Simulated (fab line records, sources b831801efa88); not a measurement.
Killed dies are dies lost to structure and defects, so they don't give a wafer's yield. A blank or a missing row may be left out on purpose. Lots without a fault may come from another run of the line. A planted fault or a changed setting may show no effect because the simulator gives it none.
Chamber matching | flow sky130 | SKY_VIA2_CMP_24 on cmp-01: 4 sister chambers
The step polishes, stops on SiO2, t overpolish 20 s, target thk 0 nm. 4 wafers are shown with their chamber, then 12 later ones without.

WAFERS WITH THEIR CHAMBER
wafer  | chamber | time_to_endpoint_s (s)
L253.3 | 2       | 103
L254.5 | 3       | 97
L255.3 | 0       | 95
L255.5 | 1       | 93

WAFERS WITHOUT THEIR CHAMBER
wafer  | time_to_endpoint_s (s)
L256.4 | 98
L256.5 | 102
L256.6 | 90
L258.2 | 97
L258.4 | 98
L258.5 | 99
L259.1 | 96
L259.2 | 104
L259.3 | 102
L260.1 | 96
L260.4 | 101
L260.6 | 103

WHICH CHAMBER EACH WENT THROUGH
wafer  | from the rows above          | in truth
L256.4 | can't be placed: 3 or 0      | 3
L256.5 | 2                            | 2
L256.6 | can't be placed: 1 or 0      | 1
L258.2 | can't be placed: 3 or 0      | 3
L258.4 | can't be placed: 3 or 0      | 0
L258.5 | can't be placed: 3 or 0 or 2 | 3
L259.1 | can't be placed: 0 or 3 or 1 | 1
L259.2 | 2                            | 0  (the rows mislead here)
L259.3 | 2                            | 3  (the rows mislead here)
L260.1 | can't be placed: 0 or 3 or 1 | 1
L260.4 | can't be placed: 2 or 3      | 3
L260.6 | 2                            | 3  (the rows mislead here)
Placed correctly: 1 of 12. Can't be placed from these rows: 8 (the true chamber is among the candidates in 8). Placed wrongly: 3.
How it was worked out, from the rows above alone: a wafer's distance from a chamber is the root of the sum, over the readings, of the square of ((its reading less the chamber's mean) divided by the reading's scatter). The wafer belongs to the nearest chamber; if the next one is less than 2 further off, it can't be placed. A chamber's mean is the mean of its shown wafers. The scatter: with one shown wafer a chamber, the root of the mean of the squares of how far each hidden wafer lies from its nearest shown one.
